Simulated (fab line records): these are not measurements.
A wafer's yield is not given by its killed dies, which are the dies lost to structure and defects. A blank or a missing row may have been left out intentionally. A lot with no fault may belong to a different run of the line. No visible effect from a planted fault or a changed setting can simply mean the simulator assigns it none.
fab line records ; flow gf180mcu
record: lots: 7; wafers: 21; lastDay: 34
route steps=602 shown V4@487
lots that met no fault: taken from a fault-free run of the same line
startH: hours from the record's opening day to when the first of the lot's shown wafers began ; waitH: how many hours have passed since the lot's step before this one ; " identical to the entry in the row above ; L1.1+2: a single row standing in for several wafers ; - no value present, or no start provided ; * or withheld: withheld ; < > ~ a bound
route shown NAME@n: names a module that has steps shown in the file, with the first one's number in the route ; usual: mean and standard deviation over wafers with no fault ; same: alike in all rows ; chamber/n: place in a boat ; sites: per-site readings ; _std_site: their standard deviation ; _edge_site: mean of outer sites minus mean of inner sites ; radiusMm: for every site, how far away it sits from the centre of the wafer ; mask NAME#n: copy n ; behind: the tool/chamber that last shaped the wafer ; hold: why the lot went on hold/how many hours it stayed there/how the hold came to an end ; device: whichever transistor did not switch (one of n, p or np) ; end of line: the tests these same wafers got at the end of their route ; for a step that has no rows: nothing shown but its recipe ; killed: not the wafer's yield, but the dies lost to structure and defects at the first sort ; map: dies across one wafer; x = killed, . = not, _ = none there
set.NAME: the run value of the setting; set.NAME@STEP: its run value at that earlier step ; model.NAME: the simulator's own value behind a step, which no gauge read
lots seen at some steps along the route; tables by step, rows by wafer
services: the hour from which a tool's chamber was out of use, counted from the record's first day as startH (under 0 if before that day), plus the number of hours and why
== steps ==
step: GF_V4_EXPOSE_11
recipe: maskId: Via4; targetCdNm: 260; na: 0.68; sourceShape: conventional; sigmaOuter: 0.6; doseMj: 38
step: GF_V4_PEB_12
recipe: pebTempC: 135; pebTimeS: 90; resist: KrF
step: GF_V4_DEVELOP_13
recipe: developTimeS: 60; resist: KrF; devTempC: 21
step: GF_V4_CD_MEAS_14
recipe: targetCdNm: 260
usual: cdNm: 259.9/1.3
lot.wafer;tool;chamber;startH;waitH;cdNm
L470.1;cdSem-02;-;607.24;0.1;259.1
L470.2;cdSem-02;-;607.24;0.1;261.2
L470.6;cdSem-02;-;607.24;0.1;261.0
L474.2;cdSem-02;-;632.58;0.1;262.2
L474.3;cdSem-02;-;632.58;0.1;261.2
L474.6;cdSem-02;-;632.58;0.1;261.7
L475.2;cdSem-02;-;639.48;0.1;261.2
L475.3;cdSem-02;-;639.48;0.1;260.6
L475.6;cdSem-02;-;639.48;0.1;261.1
L476.3;cdSem-02;-;647.05;0.1;258.9
L476.5;cdSem-02;-;647.05;0.1;260.2
L476.6;cdSem-02;-;647.05;0.1;259.4
L482.3;cdSem-02;-;691.82;0.1;259.6
L482.4;cdSem-02;-;691.82;0.1;258.7
L482.5;cdSem-02;-;691.82;0.1;260.0
L483.3;cdSem-02;-;700.35;0.1;262.9
L483.4;cdSem-02;-;700.35;0.1;261.5
L483.5;cdSem-02;-;700.35;0.1;262.8
L486.2;cdSem-02;-;718.61;0.1;261.2
L486.3;cdSem-02;-;718.61;0.1;261.8
L486.5;cdSem-02;-;718.61;0.1;261.0
step: GF_V4_OVL_MEAS_15
usual: V4_OVL: -2/4.7
lot.wafer;tool;chamber;startH;waitH;V4_OVL[nm]
L470.1;overlay-01;-;607.36;0.1;1
L470.2;overlay-01;-;607.36;0.1;-2
L470.6;overlay-01;-;607.36;0.1;5
L474.2;overlay-01;-;632.69;0.1;-13
L474.3;overlay-01;-;632.69;0.1;4
L474.6;overlay-01;-;632.69;0.1;-11
L475.2;overlay-02;-;639.59;0.1;14
L475.3;overlay-02;-;639.59;0.1;-1
L475.6;overlay-02;-;639.59;0.1;4
L476.3;overlay-01;-;647.14;0.1;1
L476.5;overlay-01;-;647.14;0.1;4
L476.6;overlay-01;-;647.14;0.1;-2
L482.3;overlay-02;-;691.92;0.1;1
L482.4;overlay-02;-;691.92;0.1;-5
L482.5;overlay-02;-;691.92;0.1;6
L483.3;overlay-01;-;700.44;0.1;-1
L483.4;overlay-01;-;700.44;0.1;0
L483.5;overlay-01;-;700.44;0.1;-2
L486.2;overlay-01;-;718.72;0.1;-7
L486.3;overlay-01;-;718.72;0.1;-5
L486.5;overlay-01;-;718.72;0.1;-6
step: GF_V4_ETCH_16
recipe: chemistry: N2/H2; targetDepthA: withheld; overetchA: withheld; timeS: withheld; target: BARC; ionEnergyEv: 200; sourceW: 500; biasW: 100; pressureMtorr: 30; n2FlowSccm: 100; h2FlowSccm: 200
usual: drypumpMotorCurrentA: 5.7/0.54; oesProductAu: 0.855/0.0046; throttleValvePct: 13.225/0.0075
lot.wafer;tool;chamber;startH;waitH;drypumpMotorCurrentA;oesProductAu;throttleValvePct
L470.1;rieDiel-03;2;607.39;0.0;5.1;0.852;13.226
L470.2;rieDiel-03;0;607.39;0.0;5.0;0.858;13.213
L470.6;rieDiel-03;2;607.39;0.0;5.1;0.857;13.239
L474.2;rieDiel-03;1;632.72;0.0;6.3;0.853;13.230
L474.3;rieDiel-03;0;632.72;0.0;4.9;0.850;13.227
L474.6;rieDiel-03;0;632.72;0.0;4.9;0.852;13.215
L475.2;rieDiel-04;2;639.62;0.0;6.1;0.849;13.223
L475.3;rieDiel-04;0;639.62;0.0;6.0;0.858;13.225
L475.6;rieDiel-04;1;639.62;0.0;5.5;0.854;13.216
L476.3;rieDiel-03;3;647.17;0.0;5.3;0.854;13.234
L476.5;rieDiel-03;2;647.17;0.0;5.1;0.853;13.234
L476.6;rieDiel-03;1;647.17;0.0;6.3;0.861;13.221
L482.3;rieDiel-03;1;691.94;0.0;6.3;0.855;13.224
L482.4;rieDiel-03;0;691.94;0.0;4.9;0.854;13.220
L482.5;rieDiel-03;1;691.94;0.0;6.3;0.847;13.223
L483.3;rieDiel-01;1;700.47;0.0;5.3;0.854;13.232
L483.4;rieDiel-01;0;700.47;0.0;6.2;0.856;13.225
L483.5;rieDiel-01;2;700.47;0.0;6.0;0.855;13.227
L486.2;rieDiel-04;1;718.75;0.0;5.4;0.859;13.229
L486.3;rieDiel-04;3;718.75;0.0;5.1;0.855;13.226
L486.5;rieDiel-04;2;718.75;0.0;6.1;0.859;13.220
step: GF_V4_ETCH_17
recipe: chemistry: C4F8/O2/Ar; maskMaterial: KrF; target: SiO2; stopOn: TiN; sourceW: 1500; biasW: 1200; pressureMtorr: 40; c4f8FlowSccm: withheld; O2_flow_sccm: 6; Ar_flow_sccm: 300; timeS: withheld; targetDepthA: 6300
usual: oesProductAu: 0.856/0.0049
lot.wafer;tool;chamber;startH;waitH;oesProductAu
L470.1;rieDiel-03;2;-;-;0.865
L470.2;rieDiel-03;0;-;-;0.848
L470.6;rieDiel-03;2;-;-;0.851
L474.2;rieDiel-03;1;-;-;0.855
L474.3;rieDiel-03;0;-;-;0.856
L474.6;rieDiel-03;0;-;-;0.861
L475.2;rieDiel-04;2;-;-;0.855
L475.3;rieDiel-04;0;-;-;0.850
L475.6;rieDiel-04;1;-;-;0.849
L476.3;rieDiel-03;3;-;-;0.866
L476.5;rieDiel-03;2;-;-;0.850
L476.6;rieDiel-03;1;-;-;0.858
L482.3;rieDiel-03;1;-;-;0.864
L482.4;rieDiel-03;0;-;-;0.858
L482.5;rieDiel-03;1;-;-;0.851
L483.3;rieDiel-01;1;-;-;0.854
L483.4;rieDiel-01;0;-;-;0.853
L483.5;rieDiel-01;2;-;-;0.857
L486.2;rieDiel-04;1;-;-;0.860
L486.3;rieDiel-04;3;-;-;0.855
L486.5;rieDiel-04;2;-;-;0.854
step: GF_V4_STRIP_18
recipe: chemistry: O2/N2; powerW: 1400; pressureMtorr: 1500; platenTempC: 250; o2FlowSccm: 3000; n2FlowSccm: 300; overashFraction: 0.5
usual: drypumpMotorCurrentA: 5.7/0.35; heaterPowerW: 331/21; oesProductAu: 0.594/0.0046
same: overashFraction: 0.5
lot.wafer;tool;chamber;startH;waitH;drypumpMotorCurrentA;heaterPowerW;oesProductAu;rfHoursCounterH
L470.1;plasmaAsher-04;1;607.52;-;5.2;311;0.595;100
L470.2;plasmaAsher-04;0;607.52;-;5.2;319;0.601;100
L470.6;plasmaAsher-04;1;607.52;-;5.2;315;0.592;-
L474.2;plasmaAsher-03;1;632.85;-;5.5;367;0.603;19
L474.3;plasmaAsher-03;0;632.85;-;6.1;332;0.590;-
L474.6;plasmaAsher-03;1;632.85;-;5.6;358;0.595;-
L475.2;plasmaAsher-01;1;639.75;-;6.1;315;0.593;88
L475.3;plasmaAsher-01;1;639.75;-;6.1;308;0.592;-
L475.6;plasmaAsher-01;1;639.75;-;6.1;319;0.601;-
L476.3;plasmaAsher-03;1;647.33;-;5.5;359;0.597;-
L476.5;plasmaAsher-03;1;647.33;-;5.5;356;0.596;-
L476.6;plasmaAsher-03;0;647.33;-;6.1;322;0.588;-
L482.3;plasmaAsher-03;1;692.10;-;5.5;360;0.588;-
L482.4;plasmaAsher-03;0;692.10;-;6.1;326;0.586;-
L482.5;plasmaAsher-03;0;692.10;-;6.1;329;0.594;-
L483.3;plasmaAsher-03;1;700.63;-;5.5;352;0.591;-
L483.4;plasmaAsher-03;0;700.63;-;6.1;319;0.592;-
L483.5;plasmaAsher-03;1;700.63;-;5.6;355;0.597;-
L486.2;plasmaAsher-03;1;718.88;-;5.5;359;0.589;25
L486.3;plasmaAsher-03;0;718.88;-;6.1;327;0.596;-
L486.5;plasmaAsher-03;1;718.88;-;5.5;352;0.593;-
step: GF_V4_STRIP_19
recipe: chemistry: postEtchResidueRemover; timeS: 1200; tempC: 72.5
step: GF_V4_CLEAN_20
recipe: chemistry: DIW; dry: n2Spin
step: GF_V4_SPUTTER_21
recipe: material: Ti; targetThkNm: 15; chamberPressurePa: 5; powerW: 2500; substrateTempC: 200; timeS: 80.02
usual: throttleValvePct: 29.4/0.78
lot.wafer;tool;chamber;startH;waitH;throttleValvePct
L470.1;pvdSputter-02;-;608.16;0.0;29.1
L470.2;pvdSputter-02;-;608.16;0.0;28.7
L470.6;pvdSputter-02;-;608.16;0.0;30.4
L474.2;pvdSputter-02;-;633.38;0.0;30.0
L474.3;pvdSputter-02;-;633.38;0.0;29.3
L474.6;pvdSputter-02;-;633.38;0.0;28.6
L475.2;pvdSputter-04;-;640.28;0.0;29.0
L475.3;pvdSputter-04;-;640.28;0.0;29.8
L475.6;pvdSputter-04;-;640.28;0.0;29.6
L476.3;pvdSputter-04;-;647.83;0.0;29.3
L476.5;pvdSputter-04;-;647.83;0.0;30.1
L476.6;pvdSputter-04;-;647.83;0.0;28.6
L482.3;pvdSputter-04;-;692.94;0.0;29.8
L482.4;pvdSputter-04;-;692.94;0.0;29.9
L482.5;pvdSputter-04;-;692.94;0.0;29.8
L483.3;pvdSputter-04;-;701.16;0.0;29.4
L483.4;pvdSputter-04;-;701.16;0.0;28.8
L483.5;pvdSputter-04;-;701.16;0.0;28.6
L486.2;pvdSputter-04;-;719.45;0.0;29.8
L486.3;pvdSputter-04;-;719.45;0.0;29.5
L486.5;pvdSputter-04;-;719.45;0.0;30.0
step: GF_V4_SPUTTER_22
recipe: material: TiN; targetThkNm: 10; chamberPressurePa: 5; powerW: 4000; timeS: 40
usual: throttleValvePct: 29.4/0.8
lot.wafer;tool;chamber;startH;waitH;throttleValvePct
L470.1;pvdSputter-02;-;608.22;0.0;28.9
L470.2;pvdSputter-02;-;608.22;0.0;28.4
L470.6;pvdSputter-02;-;608.22;0.0;30.9
L474.2;pvdSputter-02;-;633.45;0.0;29.7
L474.3;pvdSputter-02;-;633.45;0.0;29.1
L474.6;pvdSputter-02;-;633.45;0.0;28.4
L475.2;pvdSputter-04;-;640.34;0.0;29.0
L475.3;pvdSputter-04;-;640.34;0.0;29.8
L475.6;pvdSputter-04;-;640.34;0.0;29.5
L476.3;pvdSputter-04;-;647.89;0.0;29.0
L476.5;pvdSputter-04;-;647.89;0.0;29.8
L476.6;pvdSputter-04;-;647.89;0.0;28.7
L482.3;pvdSputter-04;-;693.01;0.0;29.8
L482.4;pvdSputter-04;-;693.01;0.0;29.9
L482.5;pvdSputter-04;-;693.01;0.0;29.8
L483.3;pvdSputter-04;-;701.22;0.0;29.2
L483.4;pvdSputter-04;-;701.22;0.0;28.5
L483.5;pvdSputter-04;-;701.22;0.0;28.6
L486.2;pvdSputter-04;-;719.51;0.0;29.8
L486.3;pvdSputter-04;-;719.51;0.0;29.1
L486.5;pvdSputter-04;-;719.51;0.0;30.0
step: GF_V4_CVD_23
recipe: material: W; targetThkNm: 350; timeS: 104.9; tempC: 400; pressureTorr: 40
usual: chamberPressureTorr: 40.01/0.086; heaterPowerOuterW: 487/63; heaterPowerW: 809/100
lot.wafer;tool;chamber;startH;waitH;chamberPressureTorr;heaterPowerOuterW;heaterPowerW
L470.1;cvdW-02;1;608.26;0.0;39.89;465;771
L470.2;cvdW-02;0;608.26;0.0;39.96;514;822
L470.6;cvdW-02;1;608.26;0.0;39.94;437;793
L474.2;cvdW-02;1;633.49;0.0;-;-;-
L474.3;cvdW-02;0;633.49;0.0;-;-;-
L474.6;cvdW-02;0;633.49;0.0;-;-;-
L475.2;cvdW-02;1;640.38;0.0;-;-;-
L475.3;cvdW-02;1;640.38;0.0;-;-;-
L475.6;cvdW-02;1;640.38;0.0;-;-;-
L476.3;cvdW-01;0;647.97;0.1;-;-;-
L476.5;cvdW-01;0;647.97;0.1;-;-;-
L476.6;cvdW-01;1;647.97;0.1;-;-;-
L482.3;cvdW-02;1;693.08;0.1;39.90;456;761
L482.4;cvdW-02;0;693.08;0.1;40.05;512;829
L482.5;cvdW-02;0;693.08;0.1;39.93;504;838
L483.3;cvdW-02;0;701.30;0.1;40.07;519;837
L483.4;cvdW-02;1;701.30;0.1;39.99;454;783
L483.5;cvdW-02;0;701.30;0.1;40.13;513;806
L486.2;cvdW-02;1;719.55;0.0;39.84;452;764
L486.3;cvdW-02;0;719.55;0.0;40.05;515;839
L486.5;cvdW-02;0;719.55;0.0;39.94;509;826
step: GF_V4_RS_MEAS_24
recipe: thkMeasGauge: four-point-probe; reads: W_of_V4_CVD_23+TiN_of_V4_SPUTTER_22+Ti_of_V4_SPUTTER_21
usual: V4_W_RS: 0.327/0.0034
lot.wafer;tool;chamber;startH;waitH;V4_W_RS[ohm/sq]
L470.1;filmMetro-02;-;608.38;0.1;0.324
L470.2;filmMetro-02;-;608.38;0.1;0.323
L470.6;filmMetro-02;-;608.38;0.1;0.323
L474.2;filmMetro-03;-;633.62;0.1;44.019
L474.3;filmMetro-03;-;633.62;0.1;43.732
L474.6;filmMetro-03;-;633.62;0.1;43.503
L475.2;filmMetro-01;-;640.51;0.1;42.822
L475.3;filmMetro-01;-;640.51;0.1;43.336
L475.6;filmMetro-01;-;640.51;0.1;42.461
L476.3;filmMetro-01;-;648.08;0.1;43.271
L476.5;filmMetro-01;-;648.08;0.1;43.717
L476.6;filmMetro-01;-;648.08;0.1;42.974
L482.3;filmMetro-01;-;693.20;0.1;0.327
L482.4;filmMetro-01;-;693.20;0.1;0.326
L482.5;filmMetro-01;-;693.20;0.1;0.327
L483.3;filmMetro-01;-;701.41;0.1;0.325
L483.4;filmMetro-01;-;701.41;0.1;0.326
L483.5;filmMetro-01;-;701.41;0.1;0.327
L486.2;filmMetro-03;-;719.68;0.1;0.330
L486.3;filmMetro-03;-;719.68;0.1;0.326
L486.5;filmMetro-03;-;719.68;0.1;0.328
step: GF_V4_THK_MEAS_25
recipe: thkMeasGauge: xrf; reads: W_of_V4_CVD_23
usual: V4_W_THK: 358/6.4
lot.wafer;tool;chamber;startH;waitH;V4_W_THK[nm]
L470.1;filmMetro-02;-;608.50;0.1;365
L470.2;filmMetro-02;-;608.50;0.1;368
L470.6;filmMetro-02;-;608.50;0.1;365
L474.2;filmMetro-03;-;633.73;0.1;<0
L474.3;filmMetro-03;-;633.73;0.1;<0
L474.6;filmMetro-03;-;633.73;0.1;<0
L475.2;filmMetro-01;-;640.62;0.1;-
L475.3;filmMetro-01;-;640.62;0.1;-
L475.6;filmMetro-01;-;640.62;0.1;<0
L476.3;filmMetro-01;-;648.18;0.1;<0
L476.5;filmMetro-01;-;648.18;0.1;-
L476.6;filmMetro-01;-;648.18;0.1;<0
L482.3;filmMetro-01;-;693.30;0.1;354
L482.4;filmMetro-01;-;693.30;0.1;356
L482.5;filmMetro-01;-;693.30;0.1;355
L483.3;filmMetro-01;-;701.51;0.1;349
L483.4;filmMetro-01;-;701.51;0.1;351
L483.5;filmMetro-01;-;701.51;0.1;348
L486.2;filmMetro-03;-;719.79;0.1;353
L486.3;filmMetro-03;-;719.79;0.1;360
L486.5;filmMetro-03;-;719.79;0.1;357
step: GF_V4_CMP_26
recipe: stopOn: SiO2; downForcePsi: 3.5; platenRpm: 60; tOverpolishS: 15; targetThkNm: 0; padVelocityMS: 0.94248
usual: motorCurrentA: 10.9/0.87; timeToEndpointS: 83/3.5
lot.wafer;tool;chamber;startH;waitH;motorCurrentA;timeToEndpointS
L470.1;cmp-01;2;608.56;0.1;11.8;87
L470.2;cmp-01;1;608.56;0.1;11.5;90
L470.6;cmp-01;2;608.56;0.1;11.6;87
L474.3;cmp-01;1;633.88;0.1;11.7;5
L474.2;cmp-01;2;633.88;0.1;11.9;5
L474.6;cmp-01;3;633.88;0.1;9.6;2
L475.3;cmp-01;0;640.67;0.0;11.6;0
L475.2;cmp-01;3;640.67;0.0;9.8;1
L475.6;cmp-01;0;640.67;0.0;12.1;1
L476.3;cmp-01;2;648.37;0.2;11.3;3
L476.6;cmp-01;3;648.37;0.2;9.2;2
L476.5;cmp-01;0;648.37;0.2;12.5;0
L482.4;cmp-01;2;693.34;0.0;11.3;86
L482.3;cmp-01;0;693.34;0.0;12.3;84
L482.5;cmp-01;2;693.34;0.0;11.4;89
L483.3;cmp-01;3;701.60;0.1;9.4;85
L483.4;cmp-01;1;701.60;0.1;11.0;86
L483.5;cmp-01;2;701.60;0.1;10.7;83
L486.3;cmp-01;3;719.89;0.1;9.3;87
L486.2;cmp-01;1;719.89;0.1;11.4;84
L486.5;cmp-01;3;719.89;0.1;9.8;84
== services ==
tool;chamber;startH;hours;kind
rieDiel-04;-;589.63;0.7;repair
plasmaAsher-03;-;600.22;0.7;repair
pvdSputter-04;-;610.78;15.8;repair
rieDiel-03;3;621.86;11.0;repair
cvdW-01;1;629.30;7.2;repair
pvdSputter-04;0;634.30;-;consumableReplace:kit
pvdSputter-04;0;634.30;18.0;scheduledDown
pvdSputter-04;0;634.30;18.0;ventCycle
cmp-01;-;635.22;3.5;repair
pvdSputter-04;-;635.39;3.9;repair
pvdSputter-02;2;641.05;-;consumableReplace:kit
pvdSputter-02;2;641.05;18.0;scheduledDown
rieDiel-04;0;648.65;3.3;repair
rieDiel-04;-;648.81;0.5;repair
cmp-01;-;653.23;6.7;repair
rieDiel-03;2;663.13;5.0;repair
plasmaAsher-03;-;664.03;16.8;repair
rieDiel-03;3;667.52;2.0;repair
pvdSputter-04;-;671.37;1.3;repair
rieDiel-01;1;678.20;5.8;repair
plasmaAsher-03;-;702.62;2.3;repair
plasmaAsher-03;-;704.84;2.7;repair
plasmaAsher-03;-;708.98;5.6;repair
pvdSputter-02;-;711.23;4.6;repair
== key ==
firstSign: step: GF_V4_CVD_23; reading: toolRecord; direction: missing
effect: step: GF_V4_RS_MEAS_24; reading: V4_W_RS; direction: up; sigmas: 99+; usual: 0.327; struck: 43.315
effect: step: GF_V4_THK_MEAS_25; reading: V4_W_THK; direction: down; sigmas: 56; usual: 358; struck: <0
effect: step: GF_V4_CMP_26; reading: timeToEndpointS; direction: down; sigmas: 23; usual: *; struck: *
metAt GF_V4_CVD_23
struckWafers L474.2,L474.3,L474.6,L475.2,L475.3,L475.6,L476.3,L476.5,L476.6
laterRowsLeftOut L474.2,L474.3,L474.6,L475.2,L475.3,L475.6,L476.3,L476.5,L476.6
sortLeftOut L474.2,L474.3,L474.6,L475.2,L475.3,L475.6,L476.3,L476.5,L476.6
onsetBetween 608.26 633.49
fault: kind: skippedStepWhole; tool: cvdW-01,cvdW-02; chamber: -; onsetH: 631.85; steps: GF_V4_CVD_23; scope: struckLotsOnly
sortLeftOut: the simulated sort isn't trusted on such a fault, so these wafers' sort isn't shown, and their yield isn't known
laterRowsLeftOut: the simulator's readings of these wafers behind a module that went badly wrong aren't trusted and aren't shown, but for the sort
